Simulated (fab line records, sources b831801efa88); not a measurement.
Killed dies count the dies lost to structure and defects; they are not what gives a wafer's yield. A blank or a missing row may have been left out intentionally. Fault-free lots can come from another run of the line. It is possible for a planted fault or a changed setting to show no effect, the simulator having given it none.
fab line records	flow gf180mcu
record lots=5	wafers=15	last_day=34
route steps=602 shown V3@438 M4@456
lots that met no fault: from a run of the same line without faults
start_h: the number of hours between the record's first day and the start of the first shown wafer of the lot	wait_h: how many hours have passed since the lot's step before this one	" same as the row above	L1.1+2: one row covering several wafers at once	- no value, or no start given	* or withheld: withheld	< > ~ a bound
route shown NAME@n: NAME is a module with steps in the file, n the number in the route of the first one	usual: mean/standard deviation taken from wafers without a fault	same: alike in all rows	chamber/n: place in a boat	sites: each site's reading	_std_site: the standard deviation of these	_edge_site: inner sites' mean taken away from outer sites' mean	radius_mm: how far each site lies from the wafer's centre	mask NAME#n: copy n	behind: tool/chamber where the wafer was last shaped	hold: why the lot went on hold/how many hours it stayed there/how the hold came to an end	device: transistor that didn't switch, given as n, p or np	end of line: tests run on the same wafers once the route is complete	a step without rows: its recipe alone	killed: the dies lost at the first sort to structure and to defects; this is not the yield of the wafer	map: shows each die of a wafer: x if killed, . if not, _ if none is there
set.NAME: the setting the step ran with; set.NAME@STEP: the setting that earlier step ran with	model.NAME: the simulator's own value behind a step, which no gauge read
a table for each step, a row for each wafer; lots at some steps of the route
services: from which hour (start_h, from the record's first day; less than 0 if before it) a tool's chamber was out of use, for how many hours, and why
## steps
# step GF_V3_COAT_09
# recipe resist=KrF	spin_rpm=withheld	resist_thk_nm=1000
# usual dispense_pressure_kPa=50.5/1.8
lot.wafer	tool	chamber	start_h	wait_h	dispense_pressure_kPa
L075.2	litho_track-02	0	-	-	48.8
L075.3	"	0	"	"	48.8
L075.4	"	0	"	"	48.8
L079.2	litho_track-01	0	-	-	51.4
L079.5	"	0	"	"	51.4
L079.6	"	0	"	"	51.4
L089.2	litho_track-02	0	-	-	48.8
L089.3	"	0	"	"	48.8
L089.5	"	0	"	"	48.7
L093.2	litho_track-01	0	-	-	51.4
L093.3	"	0	"	"	51.4
L093.4	"	0	"	"	51.4
L097.2	litho_track-02	0	-	-	48.8
L097.3	"	0	"	"	48.8
L097.6	"	0	"	"	48.8
# step GF_V3_SOFTBAKE_10
# recipe temp_c=130	time_s=60	resist=KrF
lot.wafer	tool	chamber	start_h	wait_h
L075.2+3+4	litho_track-02	0	-	-
L079.2+5+6	litho_track-01	0	-	-
L089.2+3+5	litho_track-02	0	-	-
L093.2+3+4	litho_track-01	0	-	-
L097.2+3+6	litho_track-02	0	-	-
# step GF_V3_EXPOSE_11
# recipe mask_id=Via3	target_cd_nm=260	na=0.68	source_shape=conventional	sigma_outer=0.6	dose_mj=38
# usual exposure_dose_mJ_cm2=37.72/0.037
lot.wafer	tool	chamber	start_h	wait_h	mask	exposure_dose_mJ_cm2
L075.2	krf_scanner-01	0	-	-	Via3#0	37.72
L075.3	"	0	"	"	Via3#0	37.75
L075.4	"	0	"	"	Via3#0	37.73
L079.2	krf_scanner-02	0	-	-	Via3#0	37.73
L079.5	"	0	"	"	Via3#0	37.71
L079.6	"	0	"	"	Via3#0	37.74
L089.2	krf_scanner-02	0	-	-	Via3#0	37.71
L089.3	"	0	"	"	Via3#0	37.73
L089.5	"	0	"	"	Via3#0	37.75
L093.2	krf_scanner-01	0	-	-	Via3#0	37.75
L093.3	"	0	"	"	Via3#0	37.68
L093.4	"	0	"	"	Via3#0	37.73
L097.2	krf_scanner-01	0	-	-	Via3#0	37.68
L097.3	"	0	"	"	Via3#0	37.74
L097.6	"	0	"	"	Via3#0	37.71
# step GF_V3_PEB_12
# recipe peb_temp_c=135	peb_time_s=93.89	resist=KrF
# usual plate_sensor_t_centre_C=136.13/0.0094	plate_sensor_t_edge_C=136.29/0.0095
lot.wafer	tool	chamber	start_h	wait_h	plate_sensor_t_centre_C	plate_sensor_t_edge_C
L075.2	litho_track-03	0	-	-	136.12	136.29
L075.3	"	0	"	"	136.12	136.28
L075.4	"	0	"	"	136.13	136.28
L079.2	litho_track-01	0	-	-	136.12	136.29
L079.5	"	0	"	"	136.12	136.29
L079.6	"	0	"	"	136.12	136.3
L089.2	litho_track-03	0	-	-	136.13	136.28
L089.3	"	0	"	"	136.14	136.29
L089.5	"	0	"	"	136.13	136.31
L093.2	litho_track-01	0	-	-	136.13	136.29
L093.3	"	0	"	"	136.12	136.29
L093.4	"	0	"	"	136.13	136.3
L097.2	litho_track-02	0	-	-	136.12	136.31
L097.3	"	0	"	"	136.14	136.29
L097.6	"	0	"	"	136.12	136.29
# step GF_V3_DEVELOP_13
# recipe develop_time_s=60	resist=KrF	dev_temp_c=21
lot.wafer	tool	chamber	start_h	wait_h
L075.2+3+4	litho_track-03	0	527.49	0.2
L079.2+5+6	litho_track-01	0	569.43	0.2
L089.2+3+5	litho_track-03	0	642.59	0.2
L093.2+3+4	litho_track-01	0	660.42	0.2
L097.2+3+6	litho_track-02	0	696.17	0.2
# step GF_V3_CD_MEAS_14
# recipe target_cd_nm=260
# usual cd_nm=260.3/1.2
lot.wafer	tool	chamber	start_h	wait_h	cd_nm
L075.2	cd_sem-01	-	527.64	0.1	260.6
L075.3	"	-	"	"	261.5
L075.4	"	-	"	"	260.5
L079.2	cd_sem-02	-	569.57	0.1	261.7
L079.5	"	-	"	"	261.8
L079.6	"	-	"	"	260.5
L089.2	cd_sem-02	-	642.73	0.1	261.1
L089.3	"	-	"	"	260.8
L089.5	"	-	"	"	260.6
L093.2	cd_sem-01	-	660.57	0.1	260.1
L093.3	"	-	"	"	259.5
L093.4	"	-	"	"	259.2
L097.2	cd_sem-02	-	696.32	0.1	261.0
L097.3	"	-	"	"	260.6
L097.6	"	-	"	"	260.4
# step GF_V3_OVL_MEAS_15
# usual V3_OVL=3/4.8
lot.wafer	tool	chamber	start_h	wait_h	V3_OVL[nm]
L075.2	overlay-01	-	527.74	0.1	1
L075.3	"	-	"	"	7
L075.4	"	-	"	"	6
L079.2	overlay-02	-	569.68	0.1	2
L079.5	"	-	"	"	5
L079.6	"	-	"	"	-1
L089.2	overlay-01	-	642.84	0.1	3
L089.3	"	-	"	"	6
L089.5	"	-	"	"	-3
L093.2	overlay-01	-	660.68	0.1	-4
L093.3	"	-	"	"	-8
L093.4	"	-	"	"	-2
L097.2	overlay-02	-	696.42	0.1	7
L097.3	"	-	"	"	12
L097.6	"	-	"	"	2
# step GF_V3_ETCH_16
# recipe chemistry=N2/H2	target_depth_a=withheld	overetch_a=withheld	time_s=withheld	target=BARC	ion_energy_ev=200	source_w=500	bias_w=100	pressure_mtorr=30	n2_flow_sccm=100	h2_flow_sccm=200
# usual drypump_motor_current_A=5.5/0.61	n2_flow_sccm=100.0/0.31	oes_product_au=0.855/0.0048	rf_fwd_power_W=494.5/2	throttle_valve_pct=13.226/0.0096
lot.wafer	tool	chamber	start_h	wait_h	drypump_motor_current_A	n2_flow_sccm	oes_product_au	rf_fwd_power_W	throttle_valve_pct
L075.2	rie_diel-02	0	527.77	0.0	4.9	99.5	0.863	497.0	13.235
L075.3	"	3	"	"	5.7	100.5	0.848	495.4	13.225
L075.4	"	1	"	"	5.8	100.4	0.849	494.4	13.217
L079.2	rie_diel-02	2	569.71	0.0	4.8	99.9	0.856	493.2	13.224
L079.5	"	1	"	"	5.8	100.5	0.855	493.2	13.224
L079.6	"	2	"	"	4.8	100.1	0.854	491.5	13.225
L089.2	rie_diel-04	0	642.87	0.0	6.4	99.9	0.861	496.4	13.241
L089.3	"	2	"	"	6.5	100.4	0.854	495.2	13.224
L089.5	"	0	"	"	6.4	100.3	0.842	497.9	13.220
L093.2	rie_diel-01	0	660.71	0.0	5.3	99.5	0.854	493.1	13.222
L093.3	"	3	"	"	5.8	100.1	0.851	492.4	13.229
L093.4	"	2	"	"	5.0	100.0	0.856	494.8	13.239
L097.2	rie_diel-04	3	696.45	0.0	4.6	100.1	0.852	492.5	13.230
L097.3	"	2	"	"	6.5	99.6	0.853	496.0	13.232
L097.6	"	1	"	"	6.2	100.2	0.850	493.6	13.207
# step GF_V3_ETCH_17
# recipe chemistry=C4F8/O2/Ar	mask_material=KrF	target=SiO2	stop_on=TiN	source_w=1500	bias_w=1200	pressure_mtorr=40	c4f8_flow_sccm=withheld	O2_flow_sccm=6	Ar_flow_sccm=300	time_s=withheld	target_depth_a=6350
# usual oes_product_au=0.856/0.0045	rf_fwd_power_W=1492/5
lot.wafer	tool	chamber	start_h	wait_h	oes_product_au	rf_fwd_power_W
L075.2	rie_diel-02	0	-	-	0.857	1499
L075.3	"	3	"	"	0.857	1494
L075.4	"	1	"	"	0.858	1489
L079.2	rie_diel-02	2	-	-	0.855	1491
L079.5	"	1	"	"	0.860	1487
L079.6	"	2	"	"	0.860	1485
L089.2	rie_diel-04	0	-	-	0.859	1496
L089.3	"	2	"	"	0.847	1496
L089.5	"	0	"	"	0.858	1493
L093.2	rie_diel-01	0	-	-	0.854	1496
L093.3	"	3	"	"	0.857	1493
L093.4	"	2	"	"	0.858	1490
L097.2	rie_diel-04	3	-	-	0.862	1487
L097.3	"	2	"	"	0.858	1492
L097.6	"	1	"	"	0.855	1487
# step GF_V3_STRIP_18
# recipe chemistry=O2/N2	power_w=1400	pressure_mtorr=1500	platen_temp_c=250	o2_flow_sccm=3000	n2_flow_sccm=300	overash_fraction=0.5
# usual drypump_motor_current_A=5.9/0.52	heater_power_w=328/31	n2_flow_sccm=299.8/0.89	oes_product_au=0.593/0.0052
lot.wafer	tool	chamber	start_h	wait_h	drypump_motor_current_A	heater_power_w	n2_flow_sccm	oes_product_au	rf_hours_counter_h
L075.2	plasma_asher-01	1	527.90	-	5.9	297	299.1	0.589	10
L075.3	"	1	"	"	5.9	288	299.9	0.595	-
L075.4	"	0	"	"	6.2	381	299.6	0.590	-
L079.2	plasma_asher-02	1	569.83	-	5.8	325	299.8	0.596	46
L079.5	"	1	"	"	5.8	321	300.3	0.591	-
L079.6	"	0	"	"	5.0	299	301.4	0.598	-
L089.2	plasma_asher-04	0	643.00	-	6.2	312	299.0	0.595	90
L089.3	"	0	"	"	6.2	320	299.1	0.595	-
L089.5	"	0	"	"	6.2	330	299.7	0.594	-
L093.2	plasma_asher-04	1	660.83	-	6.5	361	297.9	0.592	92
L093.3	"	1	"	"	6.5	366	299.5	0.592	-
L093.4	"	0	"	"	6.2	318	298.9	0.604	-
L097.2	plasma_asher-01	0	696.58	-	6.2	379	298.7	0.597	22
L097.3	"	1	"	"	5.8	290	299.3	0.590	-
L097.6	"	0	"	"	6.2	378	299.4	0.592	-
# step GF_V3_STRIP_19
# recipe chemistry=post_etch_residue_remover	time_s=1200	temp_c=72.5
lot.wafer	tool	chamber	start_h	wait_h
L075.2+3+4	wet_bench-03	2	528.00	0.1
L079.2+5+6	wet_bench-03	0	569.93	0.1
L089.2+3+5	wet_bench-01	2	643.10	0.1
L093.2+3+4	wet_bench-02	1	660.93	0.1
L097.2+3+6	wet_bench-01	1	696.68	0.1
# step GF_V3_CLEAN_20
# recipe chemistry=DIW	dry=n2_spin
lot.wafer	tool	chamber	start_h	wait_h
L075.2+3+4	wet_bench-01	0	528.37	0.0
L079.2+5+6	wet_bench-01	3	570.28	0.0
L089.2+3+5	wet_bench-02	3	643.47	0.0
L093.2+3+4	wet_bench-03	0	661.28	0.0
L097.2+3+6	wet_bench-02	2	697.02	0.0
# step GF_V3_SPUTTER_21
# recipe material=Ti	target_thk_nm=15	chamber_pressure_pa=5	power_w=2500	substrate_temp_c=200	time_s=80.02
# usual throttle_valve_pct=30.3/1.2
lot.wafer	tool	chamber	start_h	wait_h	throttle_valve_pct
L075.2	pvd_sputter-03	-	528.46	0.0	32.2
L075.3	"	-	"	"	29.1
L075.4	"	-	"	"	30.4
L079.2	pvd_sputter-04	-	570.38	0.0	31.6
L079.5	"	-	"	"	30.2
L079.6	"	-	"	"	28.7
L089.2	pvd_sputter-02	-	643.58	0.0	29.9
L089.3	"	-	"	"	32.0
L089.5	"	-	"	"	31.7
L093.2	pvd_sputter-04	-	661.46	0.0	30.4
L093.3	"	-	"	"	31.5
L093.4	"	-	"	"	28.8
L097.2	pvd_sputter-04	-	697.11	0.0	31.3
L097.3	"	-	"	"	29.1
L097.6	"	-	"	"	31.6
# step GF_V3_SPUTTER_22
# recipe material=TiN	target_thk_nm=10	chamber_pressure_pa=5	power_w=4000	time_s=40
# usual throttle_valve_pct=30.3/1.2
lot.wafer	tool	chamber	start_h	wait_h	throttle_valve_pct
L075.2	pvd_sputter-03	-	528.53	0.0	32.2
L075.3	"	-	"	"	29.1
L075.4	"	-	"	"	30.3
L079.2	pvd_sputter-04	-	570.44	0.0	31.6
L079.5	"	-	"	"	30.5
L079.6	"	-	"	"	29.0
L089.2	pvd_sputter-02	-	643.65	0.0	29.5
L089.3	"	-	"	"	31.7
L089.5	"	-	"	"	32.0
L093.2	pvd_sputter-04	-	661.52	0.0	30.2
L093.3	"	-	"	"	31.5
L093.4	"	-	"	"	29.1
L097.2	pvd_sputter-04	-	697.17	0.0	31.3
L097.3	"	-	"	"	29.0
L097.6	"	-	"	"	31.3
# step GF_V3_CVD_23
# recipe material=W	target_thk_nm=350	time_s=104.9	temp_c=400	pressure_torr=40
# usual heater_power_w=826/98
lot.wafer	tool	chamber	start_h	wait_h	heater_power_w
L075.2	cvd_w-02	0	528.56	0.0	963
L075.3	"	1	"	"	687
L075.4	"	0	"	"	977
L079.2	cvd_w-01	0	570.48	0.0	831
L079.5	"	1	"	"	805
L079.6	"	0	"	"	817
L089.2	cvd_w-01	0	643.69	0.0	821
L089.3	"	1	"	"	796
L089.5	"	1	"	"	814
L093.2	cvd_w-01	1	661.56	0.0	797
L093.3	"	0	"	"	839
L093.4	"	1	"	"	806
L097.2	cvd_w-01	1	697.21	0.0	785
L097.3	"	0	"	"	815
L097.6	"	1	"	"	809
# step GF_V3_RS_MEAS_24
# recipe thk_meas_gauge=four-point-probe	reads=W_of_V3_CVD_23+TiN_of_V3_SPUTTER_22+Ti_of_V3_SPUTTER_21
# usual V3_W_RS=0.329/0.0038
lot.wafer	tool	chamber	start_h	wait_h	V3_W_RS[ohm/sq]
L075.2	film_metro-01	-	528.70	0.1	0.328
L075.3	"	-	"	"	0.325
L075.4	"	-	"	"	0.332
L079.2	film_metro-03	-	570.61	0.1	0.337
L079.5	"	-	"	"	0.333
L079.6	"	-	"	"	0.329
L089.2	film_metro-01	-	643.82	0.1	0.332
L089.3	"	-	"	"	0.330
L089.5	"	-	"	"	0.326
L093.2	film_metro-01	-	661.69	0.1	0.325
L093.3	"	-	"	"	0.331
L093.4	"	-	"	"	0.326
L097.2	film_metro-03	-	697.35	0.1	0.328
L097.3	"	-	"	"	0.332
L097.6	"	-	"	"	0.328
# step GF_V3_THK_MEAS_25
# recipe thk_meas_gauge=xrf	reads=W_of_V3_CVD_23
# usual V3_W_THK=349/4.3
lot.wafer	tool	chamber	start_h	wait_h	V3_W_THK[nm]
L075.2	film_metro-01	-	528.81	0.1	348
L075.3	"	-	"	"	354
L075.4	"	-	"	"	345
L079.2	film_metro-03	-	570.72	0.1	345
L079.5	"	-	"	"	350
L079.6	"	-	"	"	353
L089.2	film_metro-01	-	643.93	0.1	342
L089.3	"	-	"	"	344
L089.5	"	-	"	"	349
L093.2	film_metro-01	-	661.80	0.1	354
L093.3	"	-	"	"	350
L093.4	"	-	"	"	354
L097.2	film_metro-03	-	697.46	0.1	348
L097.3	"	-	"	"	346
L097.6	"	-	"	"	350
# step GF_V3_CMP_26
# recipe stop_on=SiO2	down_force_psi=3.5	platen_rpm=60	t_overpolish_s=15	target_thk_nm=0	pad_velocity_m_s=0.94248
# usual motor_current_A=10.9/1.1	overpolish_run_s=15.000/0.0086	time_to_endpoint_s=84/4.1
lot.wafer	tool	chamber	start_h	wait_h	motor_current_A	overpolish_run_s	time_to_endpoint_s
L075.3	cmp-01	3	528.86	0.0	11.9	15.015	91
L075.2	"	0	"	"	11.2	14.990	93
L075.4	"	2	"	"	9.5	15.007	80
L079.2	cmp-02	3	570.80	0.1	11.5	14.998	77
L079.5	"	3	"	"	10.9	15.004	80
L079.6	"	0	"	"	9.9	14.994	87
L089.3	cmp-01	3	644.03	0.1	12.6	15.004	85
L089.2	"	0	"	"	10.6	14.987	87
L089.5	"	2	"	"	8.8	15.002	79
L093.3	cmp-02	0	661.85	0.0	9.3	14.992	79
L093.2	"	2	"	"	9.3	15.006	84
L093.4	"	3	"	"	11.4	15.009	75
L097.3	cmp-02	1	697.51	0.0	12.3	14.986	82
L097.2	"	0	"	"	10.8	14.976	85
L097.6	"	1	"	"	12.0	14.996	86
# step GF_M4_SPUTTER_00
# recipe material=Ti	target_thk_nm=37.5	arriving_ion_energy_ev=80	substrate_temp_c=200	chamber_pressure_pa=2	power_w=4000	time_s=150
# usual throttle_valve_pct=30.1/1.5
lot.wafer	tool	chamber	start_h	wait_h	throttle_valve_pct
L075.2	pvd_sputter-02	-	529.16	0.2	30.9
L075.3	"	-	"	"	31.6
L075.4	"	-	"	"	29.5
L079.2	pvd_sputter-01	-	571.10	0.2	27.0
L079.5	"	-	"	"	30.3
L079.6	"	-	"	"	32.5
L089.2	pvd_sputter-04	-	644.28	0.1	31.2
L089.3	"	-	"	"	30.1
L089.5	"	-	"	"	31.3
L093.2	pvd_sputter-01	-	662.15	0.1	27.9
L093.3	"	-	"	"	30.5
L093.4	"	-	"	"	27.3
L097.2	pvd_sputter-02	-	697.81	0.1	31.8
L097.3	"	-	"	"	31.1
L097.6	"	-	"	"	31.9
# step GF_M4_SPUTTER_01
# recipe material=TiN	target_thk_nm=30	power_w=6500	time_s=25	chamber_pressure_pa=0.4
# usual throttle_valve_pct=30.1/1.5
lot.wafer	tool	chamber	start_h	wait_h	throttle_valve_pct
L075.2	pvd_sputter-02	-	529.26	0.1	30.9
L075.3	"	-	"	"	31.7
L075.4	"	-	"	"	29.5
L079.2	pvd_sputter-01	-	571.20	0.1	27.2
L079.5	"	-	"	"	30.4
L079.6	"	-	"	"	32.3
L089.2	pvd_sputter-04	-	644.38	0.1	31.2
L089.3	"	-	"	"	30.0
L089.5	"	-	"	"	31.3
L093.2	pvd_sputter-01	-	662.25	0.1	28.0
L093.3	"	-	"	"	30.3
L093.4	"	-	"	"	27.2
L097.2	pvd_sputter-02	-	697.91	0.1	31.8
L097.3	"	-	"	"	30.9
L097.6	"	-	"	"	31.6
# step GF_M4_SPUTTER_02
# recipe material=AlCu	target_thk_nm=450	power_w=10600	time_s=23.9	chamber_pressure_pa=0.4
# usual throttle_valve_pct=30.1/1.5
lot.wafer	tool	chamber	start_h	wait_h	throttle_valve_pct
L075.2	pvd_sputter-02	-	529.29	0.0	31.0
L075.3	"	-	"	"	31.7
L075.4	"	-	"	"	29.5
L079.2	pvd_sputter-01	-	571.23	0.0	27.4
L079.5	"	-	"	"	30.4
L079.6	"	-	"	"	32.3
L089.2	pvd_sputter-04	-	644.41	0.0	31.2
L089.3	"	-	"	"	30.3
L089.5	"	-	"	"	31.6
L093.2	pvd_sputter-01	-	662.28	0.0	28.2
L093.3	"	-	"	"	30.3
L093.4	"	-	"	"	27.3
L097.2	pvd_sputter-02	-	697.94	0.0	31.7
L097.3	"	-	"	"	30.8
L097.6	"	-	"	"	31.7
# step GF_M4_SPUTTER_03
# recipe material=Ti	target_thk_nm=10	substrate_temp_c=300	chamber_pressure_pa=0.3	power_w=3000	time_s=6.921
# usual throttle_valve_pct=30.1/1.5
lot.wafer	tool	chamber	start_h	wait_h	throttle_valve_pct
L075.2	pvd_sputter-02	-	529.32	0.0	30.6
L075.3	"	-	"	"	31.9
L075.4	"	-	"	"	29.5
L079.2	pvd_sputter-01	-	571.26	0.0	27.3
L079.5	"	-	"	"	30.3
L079.6	"	-	"	"	32.6
L089.2	pvd_sputter-04	-	644.44	0.0	31.3
L089.3	"	-	"	"	30.3
L089.5	"	-	"	"	31.7
L093.2	pvd_sputter-01	-	662.31	0.0	28.1
L093.3	"	-	"	"	29.9
L093.4	"	-	"	"	27.2
L097.2	pvd_sputter-02	-	697.97	0.0	31.7
L097.3	"	-	"	"	31.0
L097.6	"	-	"	"	31.9
# step GF_M4_SPUTTER_04
# recipe material=TiN	target_thk_nm=50	power_w=6500	time_s=41.7	chamber_pressure_pa=0.4
# usual throttle_valve_pct=30.1/1.5
lot.wafer	tool	chamber	start_h	wait_h	throttle_valve_pct
L075.2	pvd_sputter-02	-	529.34	0.0	30.8
L075.3	"	-	"	"	31.9
L075.4	"	-	"	"	29.3
L079.2	pvd_sputter-01	-	571.28	0.0	27.2
L079.5	"	-	"	"	30.2
L079.6	"	-	"	"	32.5
L089.2	pvd_sputter-04	-	644.46	0.0	31.3
L089.3	"	-	"	"	30.4
L089.5	"	-	"	"	31.4
L093.2	pvd_sputter-01	-	662.33	0.0	28.3
L093.3	"	-	"	"	30.1
L093.4	"	-	"	"	27.2
L097.2	pvd_sputter-02	-	697.99	0.0	32.0
L097.3	"	-	"	"	30.9
L097.6	"	-	"	"	31.8
# step GF_M4_RS_MEAS_05
# recipe thk_meas_gauge=four-point-probe	reads=TiN_of_M4_SPUTTER_04+Ti_of_M4_SPUTTER_03+AlCu_of_M4_SPUTTER_02+TiN_of_M4_SPUTTER_01+Ti_of_M4_SPUTTER_00
# usual M4_ALCU_RS=0.0699/0.00076
lot.wafer	tool	chamber	start_h	wait_h	M4_ALCU_RS[ohm/sq]
L075.2	film_metro-02	-	529.40	0.0	0.0704
L075.3	"	-	"	"	0.0691
L075.4	"	-	"	"	0.0708
L079.2	film_metro-02	-	571.34	0.0	0.0703
L079.5	"	-	"	"	0.0707
L079.6	"	-	"	"	0.0700
L089.2	film_metro-03	-	644.52	0.0	0.0696
L089.3	"	-	"	"	0.0700
L089.5	"	-	"	"	0.0703
L093.2	film_metro-02	-	662.39	0.0	0.0691
L093.3	"	-	"	"	0.0698
L093.4	"	-	"	"	0.0689
L097.2	film_metro-04	-	698.05	0.0	0.0695
L097.3	"	-	"	"	0.0695
L097.6	"	-	"	"	0.0690
# step GF_M4_THK_MEAS_06
# recipe thk_meas_gauge=xrf	reads=AlCu_of_M4_SPUTTER_02
# usual M4_ALCU_THK=452/5.3
lot.wafer	tool	chamber	start_h	wait_h	M4_ALCU_THK[nm]
L075.2	film_metro-02	-	529.51	0.1	450
L075.3	"	-	"	"	457
L075.4	"	-	"	"	446
L079.2	film_metro-02	-	571.45	0.1	450
L079.5	"	-	"	"	445
L079.6	"	-	"	"	448
L089.2	film_metro-03	-	644.63	0.1	454
L089.3	"	-	"	"	449
L089.5	"	-	"	"	450
L093.2	film_metro-02	-	662.50	0.1	459
L093.3	"	-	"	"	453
L093.4	"	-	"	"	462
L097.2	film_metro-04	-	698.16	0.1	455
L097.3	"	-	"	"	455
L097.6	"	-	"	"	459
# step GF_M4_DEHYDRATE_07
# recipe temp_c=200	time_s=60
lot.wafer	tool	chamber	start_h	wait_h
L075.2+3+4	litho_track-01	0	541.03	11.5
L079.2+5+6	litho_track-02	0	581.22	9.8
L089.2+3+5	litho_track-02	0	654.82	10.2
L093.2+3+4	litho_track-04	0	671.27	8.8
L097.2+3+6	litho_track-04	0	707.02	8.9
## services
tool	chamber	start_h	hours	kind
cmp-02	-	495.70	2.5	repair
rie_diel-04	-	496.60	8.6	repair
cvd_w-01	-	522.45	1.6	repair
rie_diel-02	-	537.20	4.3	pm
cvd_w-01	-	550.91	6.0	pm
pvd_sputter-02	-	557.69	23.7	repair
cvd_w-01	-	558.60	11.1	repair
pvd_sputter-02	-	566.37	4.5	repair
rie_diel-04	-	589.34	2.8	pm
rie_diel-02	3	596.00	1.8	repair
pvd_sputter-01	-	606.07	0.5	repair
pvd_sputter-04	-	627.04	2.2	repair
rie_diel-04	1	631.24	5.3	repair
rie_diel-02	3	632.90	5.0	repair
rie_diel-04	3	638.02	14.5	repair
rie_diel-04	2	645.35	2.7	repair
pvd_sputter-04	-	664.72	3.1	repair
pvd_sputter-04	-	666.53	2.4	repair
rie_diel-02	3	671.88	11.0	repair
rie_diel-02	-	674.03	1.9	repair
rie_diel-02	1	676.97	9.3	repair
rie_diel-02	2	682.29	3.7	repair
rie_diel-02	3	685.01	7.6	repair
cvd_w-01	-	705.62	2.6	repair
## key
fault none
